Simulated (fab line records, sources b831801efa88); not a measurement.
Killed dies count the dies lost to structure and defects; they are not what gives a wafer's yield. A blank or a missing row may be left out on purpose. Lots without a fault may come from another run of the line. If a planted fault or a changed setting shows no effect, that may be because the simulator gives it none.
fab line records | flow sky130
[record] lots = 7 | wafers = 21 | lastDay = 49
route steps=708 shown VIA2@527 METAL3@532 CAPM@537
lots that met no fault: from a run of the same line without faults
startH: start of the lot's first displayed wafer, in hours after the record's first day | waitH: how many hours have passed since the lot's step before this one | " unchanged from the row above | L1.1+2: a single row standing in for several wafers | - no value, or no start given | * or withheld: withheld | < > ~ a bound
route shown NAME@n: names a module that has steps shown in the file, with the first one's number in the route | usual: the fault-free wafers' mean and standard deviation | same: alike in all rows | chamber/n: place in a boat | sites: each site's reading | _std_site: the standard deviation of these | _edge_site: mean of outer sites minus mean of inner sites | radiusMm: for every site, how far away it sits from the centre of the wafer | mask NAME#n: copy n | behind: tool/chamber where the wafer was last shaped | hold: cause of the lot's hold/its duration in hours/its outcome | device: names the non-switching transistor (n, p or np) | end of line: the same wafers' tests at the end of the route | a step with no rows: only its recipe | killed: dies lost to structure and defects at the first sort, not the wafer's yield | map: a wafer's dies, marking killed ones x, the rest . and places with no die _
set.NAME: the setting the step ran with; set.NAME@STEP: the setting that earlier step ran with | model.NAME: the simulator's own value behind a step, which no gauge read
a table for each step, a row for each wafer; lots at some steps of the route
services: from which hour (startH, from the record's first day; less than 0 if before it) a tool's chamber was out of use, for how many hours, and why
[[steps]]
[step SKY_VIA2_SPUTTER_20]
[recipe] material = TiN | targetThkNm = 20 | chamberPressurePa = 5 | powerW = 4000 | timeS = 80
[step SKY_VIA2_CVD_21]
[recipe] material = W | targetThkNm = 420 | timeS = 126.4 | tempC = 400 | pressureTorr = 40
[usual] heaterPowerW = 835/98 | susceptorTempC = 400.00/0.2
lot.wafer | tool    | chamber | startH | waitH | heaterPowerW | susceptorTempC
L424.1    | cvdW-01 | 1       | 883.99 | 0.0   | 767          | 399.96
L424.2    | "       | 0       | "      | "     | 907          | 399.95
L424.5    | "       | 0       | "      | "     | 910          | 400.52
L427.1    | cvdW-02 | 1       | 910.18 | 0.0   | 992          | 399.88
L427.2    | "       | 0       | "      | "     | 734          | 399.79
L427.3    | "       | 1       | "      | "     | 950          | 399.64
L430.2    | cvdW-01 | 1       | 918.41 | 0.0   | 765          | 400.10
L430.3    | "       | 1       | "      | "     | 746          | 399.56
L430.4    | "       | 0       | "      | "     | 859          | 399.90
L429.1    | cvdW-01 | 1       | 919.65 | 0.0   | 773          | 400.13
L429.3    | "       | 1       | "      | "     | 773          | 399.97
L429.6    | "       | 0       | "      | "     | 854          | 400.22
L431.1    | cvdW-01 | 0       | 926.30 | 0.0   | 853          | 399.97
L431.4    | "       | 1       | "      | "     | 763          | 399.73
L431.5    | "       | 0       | "      | "     | 859          | 399.88
L440.1    | cvdW-01 | 1       | 992.51 | 0.0   | 779          | 400.05
L440.2    | "       | 0       | "      | "     | 920          | 400.35
L440.6    | "       | 0       | "      | "     | 887          | 399.89
L441.1    | cvdW-02 | 0       | 995.83 | 0.0   | 725          | 399.89
L441.3    | "       | 1       | "      | "     | 948          | 400.34
L441.5    | "       | 1       | "      | "     | 928          | 399.99
[step SKY_VIA2_RS_MEAS_22]
[recipe] thkMeasGauge = four-point-probe | reads = W_of_VIA2_CVD_21+TiN_of_VIA2_SPUTTER_20
[usual] VIA2_W_RS = 0.2733/0.0028
lot.wafer | tool         | chamber | startH | waitH | VIA2_W_RS[ohm/sq]
L424.1    | filmMetro-02 | -       | 884.12 | 0.1   | 0.2713
L424.2    | "            | -       | "      | "     | 0.2729
L424.5    | "            | -       | "      | "     | 0.2703
L427.1    | filmMetro-03 | -       | 910.31 | 0.1   | 0.2729
L427.2    | "            | -       | "      | "     | 0.2730
L427.3    | "            | -       | "      | "     | 0.2700
L430.2    | filmMetro-04 | -       | 918.56 | 0.1   | 0.2768
L430.3    | "            | -       | "      | "     | 0.2749
L430.4    | "            | -       | "      | "     | 0.2761
L429.1    | filmMetro-04 | -       | 919.78 | 0.1   | 0.2740
L429.3    | "            | -       | "      | "     | 0.2713
L429.6    | "            | -       | "      | "     | 0.2732
L431.1    | filmMetro-04 | -       | 926.43 | 0.1   | 0.2771
L431.4    | "            | -       | "      | "     | 0.2729
L431.5    | "            | -       | "      | "     | 0.2734
L440.1    | filmMetro-04 | -       | 992.64 | 0.1   | 0.2713
L440.2    | "            | -       | "      | "     | 0.2721
L440.6    | "            | -       | "      | "     | 0.2768
L441.1    | filmMetro-04 | -       | 995.96 | 0.1   | 0.2757
L441.3    | "            | -       | "      | "     | 0.2768
L441.5    | "            | -       | "      | "     | 0.2764
[step SKY_VIA2_THK_MEAS_23]
[recipe] thkMeasGauge = xrf | reads = W_of_VIA2_CVD_21
[usual] VIA2_W_THK = 434/6.3
lot.wafer | tool         | chamber | startH | waitH | VIA2_W_THK[nm]
L424.1    | filmMetro-02 | -       | 884.24 | 0.1   | 444
L424.2    | "            | -       | "      | "     | 441
L424.5    | "            | -       | "      | "     | 446
L427.1    | filmMetro-03 | -       | 910.43 | 0.1   | 433
L427.2    | "            | -       | "      | "     | 430
L427.3    | "            | -       | "      | "     | 436
L430.2    | filmMetro-04 | -       | 918.67 | 0.1   | 426
L430.3    | "            | -       | "      | "     | 430
L430.4    | "            | -       | "      | "     | 426
L429.1    | filmMetro-04 | -       | 919.90 | 0.1   | 430
L429.3    | "            | -       | "      | "     | 434
L429.6    | "            | -       | "      | "     | 430
L431.1    | filmMetro-04 | -       | 926.55 | 0.1   | 423
L431.4    | "            | -       | "      | "     | 429
L431.5    | "            | -       | "      | "     | 432
L440.1    | filmMetro-04 | -       | 992.76 | 0.1   | 432
L440.2    | "            | -       | "      | "     | 430
L440.6    | "            | -       | "      | "     | 424
L441.1    | filmMetro-04 | -       | 996.08 | 0.1   | 424
L441.3    | "            | -       | "      | "     | 425
L441.5    | "            | -       | "      | "     | 423
[step SKY_VIA2_CMP_24]
[recipe] stopOn = SiO2 | tOverpolishS = 20 | downForcePsi = 3.5 | platenRpm = 60 | targetThkNm = 0 | padVelocityMS = 0.94248
[usual] motorCurrentA = 11.4/1.3 | overpolishRunS = 20.000/0.0096 | retainingRingPressureFrac = 1.001/0.005 | timeToEndpointS = 104/3.9
lot.wafer | tool   | chamber | startH | waitH | motorCurrentA | overpolishRunS | retainingRingPressureFrac | timeToEndpointS
L424.1    | cmp-02 | 3       | 884.30 | 0.1   | 9.8           | 19.994         | 0.998                     | 105
L424.2    | "      | 2       | "      | "     | 10.5          | 19.990         | 0.997                     | 109
L424.5    | "      | 0       | "      | "     | 12.9          | 20.009         | 1.000                     | 106
L427.1    | cmp-01 | 0       | 910.49 | 0.1   | 11.1          | 20.013         | 0.994                     | 109
L427.3    | "      | 1       | "      | "     | 9.9           | 19.998         | 1.004                     | 109
L427.2    | "      | 2       | "      | "     | 12.0          | 19.994         | 1.000                     | 106
L430.3    | cmp-02 | 1       | 918.72 | 0.0   | 11.0          | 20.011         | 1.000                     | 97
L430.4    | "      | 3       | "      | "     | 10.8          | 20.010         | 1.006                     | 103
L430.2    | "      | 0       | "      | "     | 13.0          | 19.996         | 1.003                     | 105
L429.3    | cmp-01 | 1       | 920.01 | 0.1   | 9.7           | 19.992         | 1.006                     | 102
L429.1    | "      | 2       | "      | "     | 12.1          | 20.005         | 0.997                     | 104
L429.6    | "      | 1       | "      | "     | 9.9           | 20.004         | 0.999                     | 107
L431.4    | cmp-01 | 3       | 926.61 | 0.0   | 13.1          | 20.021         | 0.999                     | 100
L431.1    | "      | 1       | "      | "     | 9.9           | 20.008         | 0.999                     | 101
L431.5    | "      | 0       | "      | "     | 10.7          | 20.016         | 1.000                     | 104
L440.2    | cmp-01 | 3       | 992.92 | 0.1   | 13.7          | 20.005         | 1.002                     | 105
L440.1    | "      | 0       | "      | "     | 10.5          | 19.990         | 1.004                     | 106
L440.6    | "      | 1       | "      | "     | 10.3          | 19.994         | 1.000                     | 100
L441.3    | cmp-02 | 1       | 996.14 | 0.0   | 11.1          | 19.994         | 1.000                     | 92
L441.1    | "      | 3       | "      | "     | 10.6          | 20.021         | 0.998                     | 101
L441.5    | "      | 1       | "      | "     | 10.7          | 19.988         | 1.006                     | 93
[step SKY_METAL3_SPUTTER_00]
[recipe] material = Ti | targetThkNm = 15 | powerW = 3000 | timeS = 10 | chamberPressurePa = 0.4
[step SKY_METAL3_SPUTTER_01]
[recipe] material = TiN | targetThkNm = 20 | powerW = 6500 | timeS = 16.7 | chamberPressurePa = 0.4
[step SKY_METAL3_SPUTTER_02]
[recipe] material = AlCu | targetThkNm = 735 | powerW = 10600 | timeS = 39.1 | chamberPressurePa = 0.4
[step SKY_METAL3_SPUTTER_03]
[recipe] material = Ti | targetThkNm = 5 | powerW = 3000 | timeS = 3.3 | chamberPressurePa = 0.4
[usual] cathodeDcPowerW = 3000.0/0.46 | chamberPressurePa = 0.4001/0.00072 | throttleValvePct = 29.8/0.61
lot.wafer | tool          | chamber | startH | waitH | cathodeDcPowerW | chamberPressurePa | throttleValvePct
L424.1    | pvdSputter-04 | -       | 884.69 | 0.0   | 3000.2          | 0.3997            | 30.5
L424.2    | "             | -       | "      | "     | 2999.5          | 0.4000            | 30.2
L424.5    | "             | -       | "      | "     | 3001.0          | 0.3993            | 29.3
L427.1    | pvdSputter-04 | -       | 910.87 | 0.0   | 3000.6          | 0.3999            | 29.9
L427.2    | "             | -       | "      | "     | 3000.8          | 0.4002            | 29.9
L427.3    | "             | -       | "      | "     | 3000.0          | 0.4000            | 30.5
L430.2    | pvdSputter-04 | -       | 919.11 | 0.0   | 2999.3          | 0.4001            | 30.4
L430.3    | "             | -       | "      | "     | 3000.5          | 0.3986            | 29.6
L430.4    | "             | -       | "      | "     | 2999.9          | 0.4005            | 30.1
L429.1    | pvdSputter-04 | -       | 920.35 | 0.0   | 3000.2          | 0.4005            | 30.1
L429.3    | "             | -       | "      | "     | 3000.3          | 0.3979            | 29.3
L429.6    | "             | -       | "      | "     | 2999.7          | 0.3989            | 30.0
L431.1    | pvdSputter-01 | -       | 927.00 | 0.0   | 3000.0          | 0.3997            | 28.8
L431.4    | "             | -       | "      | "     | 2999.6          | 0.3995            | 29.5
L431.5    | "             | -       | "      | "     | 2999.9          | 0.3996            | 29.5
L440.1    | pvdSputter-01 | -       | 993.21 | 0.0   | 3000.1          | 0.3998            | 28.7
L440.2    | "             | -       | "      | "     | 3000.5          | 0.4013            | 28.9
L440.6    | "             | -       | "      | "     | 2999.7          | 0.3991            | 28.6
L441.1    | pvdSputter-01 | -       | 996.52 | 0.0   | 2999.4          | 0.4008            | 28.9
L441.3    | "             | -       | "      | "     | 3000.1          | 0.4003            | 29.9
L441.5    | "             | -       | "      | "     | 3000.1          | 0.3993            | 28.8
[step SKY_METAL3_SPUTTER_04]
[recipe] material = TiN | targetThkNm = 70 | powerW = 6500 | timeS = 58.3 | chamberPressurePa = 0.4
[step SKY_CAPM_CVD_00]
[recipe] material = SiO2 | targetThkNm = 15.5 | tempC = 400 | timeS = withheld | rfW = 450
[usual] heaterPowerW = 738/98 | susceptorTempC = 399.99/0.2
lot.wafer | tool     | chamber | startH | waitH | heaterPowerW | susceptorTempC
L424.1    | pecvd-03 | 0       | 884.76 | 0.0   | 728          | 400.22
L424.2    | "        | 1       | "      | "     | 701          | 400.01
L424.5    | "        | 2       | "      | "     | 630          | 400.11
L427.1    | pecvd-03 | 2       | 910.94 | 0.0   | 609          | 399.47
L427.2    | "        | 0       | "      | "     | 646          | 399.87
L427.3    | "        | 1       | "      | "     | 704          | 400.16
L430.2    | pecvd-02 | 1       | 919.17 | 0.0   | 808          | 400.19
L430.3    | "        | 0       | "      | "     | 840          | 400.24
L430.4    | "        | 0       | "      | "     | 824          | 400.28
L429.1    | pecvd-04 | 0       | 920.41 | 0.0   | 813          | 399.89
L429.3    | "        | 1       | "      | "     | 730          | 400.13
L429.6    | "        | 2       | "      | "     | 890          | 399.54
L431.1    | pecvd-02 | 1       | 927.06 | 0.0   | 791          | 400.08
L431.4    | "        | 2       | "      | "     | 585          | 400.54
L431.5    | "        | 0       | "      | "     | 769          | 399.65
L440.1    | pecvd-02 | 1       | 993.28 | 0.0   | 762          | 400.24
L440.2    | "        | 0       | "      | "     | 824          | 399.90
L440.6    | "        | 1       | "      | "     | 748          | 400.07
L441.1    | pecvd-04 | 1       | 996.59 | 0.0   | 737          | 399.79
L441.3    | "        | 0       | "      | "     | 820          | 399.90
L441.5    | "        | 1       | "      | "     | 589          | 399.70
[step SKY_CAPM_THK_MEAS_01]
[recipe] reads = SiO2_of_CAPM_CVD_00
[usual] CAPM_CVD_00_THK = 15.40/0.21
lot.wafer | tool         | chamber | startH | waitH | CAPM_CVD_00_THK[nm]
L424.1    | filmMetro-01 | -       | 884.78 | -     | 15.20
L424.2    | "            | -       | "      | "     | 15.10
L424.5    | "            | -       | "      | "     | 15.37
L427.1    | filmMetro-04 | -       | 910.96 | -     | 15.12
L427.2    | "            | -       | "      | "     | 15.17
L427.3    | "            | -       | "      | "     | 15.14
L430.2    | filmMetro-04 | -       | 919.21 | -     | 14.98
L430.3    | "            | -       | "      | "     | 15.31
L430.4    | "            | -       | "      | "     | 15.27
L429.1    | filmMetro-04 | -       | 920.44 | -     | 15.29
L429.3    | "            | -       | "      | "     | 15.15
L429.6    | "            | -       | "      | "     | 15.71
L431.1    | filmMetro-04 | -       | 927.08 | -     | 15.38
L431.4    | "            | -       | "      | "     | 15.81
L431.5    | "            | -       | "      | "     | 15.45
L440.1    | filmMetro-02 | -       | 993.30 | -     | 15.20
L440.2    | "            | -       | "      | "     | 15.30
L440.6    | "            | -       | "      | "     | 15.27
L441.1    | filmMetro-02 | -       | 996.61 | -     | 15.30
L441.3    | "            | -       | "      | "     | 15.14
L441.5    | "            | -       | "      | "     | 15.59
[step SKY_CAPM_SPUTTER_02]
[recipe] material = TiN | targetThkNm = 200 | tempC = 300 | powerW = 6500 | timeS = 166.7 | chamberPressurePa = 0.4
[usual] cathodeDcPowerW = 6500.0/1.2 | chamberPressurePa = 0.4000/0.00084 | susceptorTempC = 299.98/0.17 | throttleValvePct = 29.8/0.86
lot.wafer | tool          | chamber | startH | waitH | cathodeDcPowerW | chamberPressurePa | susceptorTempC | throttleValvePct
L424.1    | pvdSputter-03 | -       | 884.84 | 0.1   | 6502.2          | 0.3984            | 300.15         | 28.8
L424.2    | "             | -       | "      | "     | 6499.4          | 0.4013            | 299.82         | 28.8
L424.5    | "             | -       | "      | "     | 6499.7          | 0.4007            | 299.72         | 31.1
L427.1    | pvdSputter-03 | -       | 911.02 | 0.1   | 6499.0          | 0.4008            | 299.98         | 30.6
L427.2    | "             | -       | "      | "     | 6500.6          | 0.3988            | 299.84         | 28.8
L427.3    | "             | -       | "      | "     | 6499.9          | 0.4009            | 299.91         | 29.0
L430.2    | pvdSputter-03 | -       | 919.26 | 0.0   | -               | -                 | -              | -
L430.3    | "             | -       | "      | "     | -               | -                 | -              | -
L430.4    | "             | -       | "      | "     | -               | -                 | -              | -
L429.1    | pvdSputter-03 | -       | 920.50 | 0.1   | -               | -                 | -              | -
L429.3    | "             | -       | "      | "     | -               | -                 | -              | -
L429.6    | "             | -       | "      | "     | -               | -                 | -              | -
L431.1    | pvdSputter-04 | -       | 927.14 | 0.1   | -               | -                 | -              | -
L431.4    | "             | -       | "      | "     | -               | -                 | -              | -
L431.5    | "             | -       | "      | "     | -               | -                 | -              | -
L440.1    | pvdSputter-03 | -       | 993.36 | 0.1   | 6500.7          | 0.3989            | 300.17         | 28.8
L440.2    | "             | -       | "      | "     | 6500.9          | 0.4016            | 299.96         | 31.2
L440.6    | "             | -       | "      | "     | 6500.7          | 0.3993            | 300.08         | 28.8
L441.1    | pvdSputter-04 | -       | 996.67 | 0.1   | 6499.7          | 0.4001            | 299.70         | 30.7
L441.3    | "             | -       | "      | "     | 6499.5          | 0.3999            | 299.98         | 30.1
L441.5    | "             | -       | "      | "     | 6497.6          | 0.3994            | 300.12         | 29.8
[step SKY_CAPM_RS_MEAS_03]
[recipe] thkMeasGauge = four-point-probe | reads = TiN_of_CAPM_SPUTTER_02
[usual] CAPM_TIN_RS = 6.91/0.074
lot.wafer | tool         | chamber | startH | waitH | CAPM_TIN_RS[ohm/sq]
L424.1    | filmMetro-02 | -       | 884.95 | 0.1   | 6.81
L424.2    | "            | -       | "      | "     | 6.82
L424.5    | "            | -       | "      | "     | 6.96
L427.1    | filmMetro-02 | -       | 911.13 | 0.1   | 6.97
L427.2    | "            | -       | "      | "     | 6.94
L427.3    | "            | -       | "      | "     | 6.88
L430.2    | filmMetro-01 | -       | 919.39 | 0.1   | -
L430.3    | "            | -       | "      | "     | -
L430.4    | "            | -       | "      | "     | -
L429.1    | filmMetro-01 | -       | 920.60 | 0.1   | -
L429.3    | "            | -       | "      | "     | -
L429.6    | "            | -       | "      | "     | -
L431.1    | filmMetro-02 | -       | 927.25 | 0.1   | -
L431.4    | "            | -       | "      | "     | -
L431.5    | "            | -       | "      | "     | -
L440.1    | filmMetro-04 | -       | 993.47 | 0.1   | 6.88
L440.2    | "            | -       | "      | "     | 6.89
L440.6    | "            | -       | "      | "     | 6.88
L441.1    | filmMetro-01 | -       | 996.78 | 0.1   | 6.97
L441.3    | "            | -       | "      | "     | 6.94
L441.5    | "            | -       | "      | "     | 7.01
[step SKY_CAPM_THK_MEAS_04]
[recipe] thkMeasGauge = xrf | reads = TiN_of_CAPM_SPUTTER_02
[usual] CAPM_TIN_THK = 201.6/2.3
lot.wafer | tool         | chamber | startH | waitH | CAPM_TIN_THK[nm]
L424.1    | filmMetro-02 | -       | 885.07 | 0.1   | 206.0
L424.2    | "            | -       | "      | "     | 206.8
L424.5    | "            | -       | "      | "     | 202.8
L427.1    | filmMetro-02 | -       | 911.25 | 0.1   | 201.6
L427.2    | "            | -       | "      | "     | 202.2
L427.3    | "            | -       | "      | "     | 203.0
L430.2    | filmMetro-01 | -       | 919.50 | 0.1   | <0.0
L430.3    | "            | -       | "      | "     | <0.0
L430.4    | "            | -       | "      | "     | <0.0
L429.1    | filmMetro-01 | -       | 920.72 | 0.1   | <0.0
L429.3    | "            | -       | "      | "     | <0.0
L429.6    | "            | -       | "      | "     | <0.0
L431.1    | filmMetro-02 | -       | 927.37 | 0.1   | <0.0
L431.4    | "            | -       | "      | "     | <0.0
L431.5    | "            | -       | "      | "     | <0.0
L440.1    | filmMetro-04 | -       | 993.59 | 0.1   | 201.1
L440.2    | "            | -       | "      | "     | 201.7
L440.6    | "            | -       | "      | "     | 201.5
L441.1    | filmMetro-01 | -       | 996.90 | 0.1   | 199.4
L441.3    | "            | -       | "      | "     | 199.4
L441.5    | "            | -       | "      | "     | 198.0
[step SKY_CAPM_DEHYDRATE_05]
[recipe] tempC = 200 | timeS = 60
[step SKY_CAPM_HMDS_06]
[recipe] primeTimeS = 60 | primeTempC = 120
[step SKY_CAPM_COAT_07]
[recipe] resist = NOVOLAK | spinRpm = 3000 | resistThkNm = 1140
[step SKY_CAPM_SOFTBAKE_08]
[recipe] tempC = 90 | timeS = 60 | resist = NOVOLAK
[step SKY_CAPM_EXPOSE_09]
[recipe] maskId = CAPM | na = 0.6 | sourceShape = conventional | sigmaOuter = 0.6 | polarization = unpolarized | targetCdNm = 1000 | doseMj = 159
[step SKY_CAPM_PEB_10]
[recipe] tempC = withheld | timeS = * | resist = NOVOLAK
[step SKY_CAPM_DEVELOP_11]
[recipe] resist = NOVOLAK | developer = TMAH | developTimeS = 60 | devTempC = 23
[step SKY_CAPM_OVL_MEAS_12]
[usual] CAPM_OVL = -1.0/1.3
lot.wafer | tool       | chamber | startH  | waitH | CAPM_OVL[nm]
L424.1    | overlay-01 | -       | 910.22  | 0.1   | -2.4
L424.2    | "          | -       | "       | "     | -0.7
L424.5    | "          | -       | "       | "     | -3.5
L427.1    | overlay-01 | -       | 936.01  | 0.1   | -0.7
L427.2    | "          | -       | "       | "     | -2.4
L427.3    | "          | -       | "       | "     | -0.9
L430.2    | overlay-01 | -       | 943.71  | 0.1   | 1.8
L430.3    | "          | -       | "       | "     | 2.6
L430.4    | "          | -       | "       | "     | 0.9
L429.1    | overlay-02 | -       | 945.32  | 0.1   | -1.4
L429.3    | "          | -       | "       | "     | -0.8
L429.6    | "          | -       | "       | "     | 0.4
L431.1    | overlay-01 | -       | 951.67  | 0.1   | -1.2
L431.4    | "          | -       | "       | "     | -1.4
L431.5    | "          | -       | "       | "     | -1.1
L440.1    | overlay-01 | -       | 1016.22 | 0.1   | -0.7
L440.2    | "          | -       | "       | "     | 1.3
L440.6    | "          | -       | "       | "     | -0.8
L441.1    | overlay-02 | -       | 1019.47 | 0.1   | -2.3
L441.3    | "          | -       | "       | "     | -1.4
L441.5    | "          | -       | "       | "     | -0.6
[step SKY_CAPM_METAL_ETCH_13]
[recipe] targetDepthNm = 220 | stopOn = SiO2 | chemistry = Cl2/BCl3 | target = TiN | pressureMtorr = 10 | icpW = 900 | biasW = 48.5 | Cl2_flow_sccm = 60 | bcl3FlowSccm = 30 | timeS = 62.9
[usual] biasW = 48.48/0.16 | drypumpMotorCurrentA = 5.9/0.53 | oesProductAu = 0.942/0.0074 | throttleValvePct = 21.903/0.01
lot.wafer | tool        | chamber | startH  | waitH | biasW | drypumpMotorCurrentA | oesProductAu | rfHoursCounterH | throttleValvePct
L424.1    | rieMetal-02 | 0       | 910.26  | 0.0   | 48.52 | 5.8                  | 0.959        | 1               | 21.901
L424.2    | "           | 1       | "       | "     | 48.56 | 6.4                  | 0.953        | 9               | 21.906
L424.5    | "           | 1       | "       | "     | 48.77 | 6.4                  | 0.933        | -               | 21.912
L427.1    | rieMetal-04 | 0       | 936.04  | 0.0   | 48.63 | 5.1                  | 0.940        | 14              | 21.900
L427.2    | "           | 1       | "       | "     | 48.37 | 6.2                  | 0.933        | 1               | 21.914
L427.3    | "           | 0       | "       | "     | 48.48 | 5.1                  | 0.948        | -               | 21.917
L430.2    | rieMetal-04 | 1       | 943.74  | 0.0   | 48.44 | 6.1                  | 0.372        | 2               | 22.274
L430.3    | "           | 0       | "       | "     | 48.62 | 5.1                  | 0.371        | -               | 22.261
L430.4    | "           | 1       | "       | "     | 48.56 | 6.1                  | 0.376        | -               | 22.270
L429.1    | rieMetal-02 | 0       | 945.35  | 0.0   | 48.64 | 5.8                  | 0.373        | 2               | 22.269
L429.3    | "           | 0       | "       | "     | 48.54 | 5.8                  | 0.381        | -               | 22.260
L429.6    | "           | 1       | "       | "     | 48.35 | 6.5                  | 0.372        | -               | 22.260
L431.1    | rieMetal-02 | 0       | 951.70  | 0.0   | 48.64 | 5.8                  | 0.367        | 2               | 22.261
L431.4    | "           | 1       | "       | "     | 48.51 | 6.4                  | 0.376        | -               | 22.249
L431.5    | "           | 1       | "       | "     | 48.65 | 6.4                  | 0.375        | -               | 22.266
L440.1    | rieMetal-04 | 1       | 1016.25 | 0.0   | 48.39 | 6.1                  | 0.946        | 5               | 21.892
L440.2    | "           | 0       | "       | "     | 48.51 | 5.1                  | 0.949        | 18              | 21.898
L440.6    | "           | 0       | "       | "     | 48.44 | 5.1                  | 0.939        | -               | 21.899
L441.1    | rieMetal-03 | 1       | 1019.50 | 0.0   | 48.43 | 6.7                  | 0.936        | 2               | 21.897
L441.3    | "           | 1       | "       | "     | 48.36 | 6.7                  | 0.938        | -               | 21.891
L441.5    | "           | 1       | "       | "     | 48.44 | 6.7                  | 0.927        | -               | 21.924
[step SKY_CAPM_STRIP_14]
[recipe] chemistry = O2/N2 | powerW = 1400 | pressureMtorr = 1500 | platenTempC = withheld | o2FlowSccm = 3000 | n2FlowSccm = 300 | overashFraction = 0.5
[usual] drypumpMotorCurrentA = 5.6/0.47 | oesProductAu = 0.711/0.0044 | stripTimeToEndpointS = 12.66/0.053
lot.wafer | tool           | chamber | startH  | waitH | drypumpMotorCurrentA | oesProductAu | rfHoursCounterH | stripTimeToEndpointS
L424.1    | plasmaAsher-03 | 1       | 910.33  | 0.1   | 6.0                  | 0.706        | 17              | 12.68
L424.2    | "              | 0       | "       | "     | 4.9                  | 0.706        | 17              | 12.65
L424.5    | "              | 1       | "       | "     | 6.0                  | 0.701        | -               | 12.68
L427.1    | plasmaAsher-03 | 0       | 936.12  | 0.1   | 4.9                  | 0.713        | 19              | 12.66
L427.2    | "              | 1       | "       | "     | 6.0                  | 0.711        | 19              | 12.70
L427.3    | "              | 0       | "       | "     | 4.9                  | 0.707        | -               | 12.65
L430.2    | plasmaAsher-01 | 0       | 943.82  | 0.1   | 4.7                  | 0.711        | 82              | 12.79
L430.3    | "              | 0       | "       | "     | 4.8                  | 0.715        | -               | 12.71
L430.4    | "              | 1       | "       | "     | 6.3                  | 0.716        | -               | 12.77
L429.1    | plasmaAsher-03 | 0       | 945.43  | 0.1   | 5.0                  | 0.705        | 20              | 12.57
L429.3    | "              | 1       | "       | "     | 6.0                  | 0.713        | -               | 12.62
L429.6    | "              | 0       | "       | "     | 4.9                  | 0.708        | -               | 12.64
L431.1    | plasmaAsher-02 | 1       | 951.78  | 0.1   | 5.7                  | 0.708        | 51              | 12.60
L431.4    | "              | 1       | "       | "     | 5.7                  | 0.714        | -               | 12.62
L431.5    | "              | 0       | "       | "     | 5.7                  | 0.713        | -               | 12.59
L440.1    | plasmaAsher-03 | 1       | 1016.33 | 0.1   | 6.0                  | 0.713        | 27              | 12.66
L440.2    | "              | 0       | "       | "     | 4.9                  | 0.716        | 27              | 12.61
L440.6    | "              | 1       | "       | "     | 6.0                  | 0.711        | -               | 12.62
L441.1    | plasmaAsher-03 | 1       | 1019.58 | 0.1   | 6.0                  | 0.708        | 27              | 12.62
L441.3    | "              | 1       | "       | "     | 5.9                  | 0.707        | -               | 12.62
L441.5    | "              | 0       | "       | "     | 4.9                  | 0.707        | -               | 12.63
[[services]]
tool          | chamber | startH  | hours | kind
pvdSputter-01 | -       | 861.93  | 0.6   | repair
pecvd-04      | -       | 864.44  | 7.0   | repair
rieMetal-02   | 0       | 885.90  | 15.6  | repair
pecvd-02      | -       | 887.06  | 0.8   | pm
pvdSputter-04 | -       | 887.68  | 1.5   | repair
pvdSputter-01 | -       | 895.57  | 10.5  | repair
cvdW-01       | -       | 904.00  | 14.0  | pm
rieMetal-03   | -       | 910.90  | 0.3   | repair
cmp-02        | -       | 910.91  | 1.6   | repair
cmp-02        | -       | 912.51  | 4.0   | pm
cmp-02        | -       | 938.62  | 0.6   | repair
pecvd-04      | -       | 943.43  | 5.9   | repair
pecvd-02      | 1       | 951.87  | 5.2   | repair
cvdW-02       | 1       | 969.02  | 3.4   | repair
cmp-02        | -       | 973.58  | 1.8   | repair
cmp-02        | -       | 975.37  | 4.2   | pm
rieMetal-03   | 1       | 988.77  | 2.8   | repair
pvdSputter-04 | -       | 988.89  | 3.6   | repair
pecvd-02      | 2       | 996.67  | 3.9   | repair
cmp-02        | -       | 999.76  | 0.4   | repair
pecvd-03      | 2       | 1001.76 | 23.7  | repair
rieMetal-02   | 1       | 1005.55 | 6.0   | repair
pecvd-02      | -       | 1016.33 | 25.9  | repair
pecvd-03      | 1       | 1017.23 | 4.1   | repair
[[key]]
[firstSign] step = SKY_CAPM_SPUTTER_02 | reading = toolRecord | direction = missing
[effect] step = SKY_CAPM_RS_MEAS_03 | reading = CAPM_TIN_RS | direction = missing
[effect] step = SKY_CAPM_THK_MEAS_04 | reading = CAPM_TIN_THK | direction = down | sigmas = 89 | usual = 201.6 | struck = <0.0
[effect] step = SKY_CAPM_METAL_ETCH_13 | reading = oesProductAu | direction = down | sigmas = 77 | usual = 0.942 | struck = 0.374
metAt SKY_CAPM_SPUTTER_02
struckWafers L429.1,L429.3,L429.6,L430.2,L430.3,L430.4,L431.1,L431.4,L431.5
laterRowsLeftOut L429.1,L429.3,L429.6,L430.2,L430.3,L430.4,L431.1,L431.4,L431.5
sortLeftOut L429.1,L429.3,L429.6,L430.2,L430.3,L430.4,L431.1,L431.4,L431.5
onsetBetween 911.02 919.26
[fault] kind = skippedStepWhole | tool = pvdSputter-03,pvdSputter-04 | chamber = - | onsetH = 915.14 | steps = SKY_CAPM_SPUTTER_02 | scope = struckLotsOnly
// sortLeftOut: the simulated sort isn't trusted on such a fault, so these wafers' sort isn't shown, and their yield isn't known
// laterRowsLeftOut: the simulator's readings of these wafers behind a module that went badly wrong aren't trusted and aren't shown, but for the sort
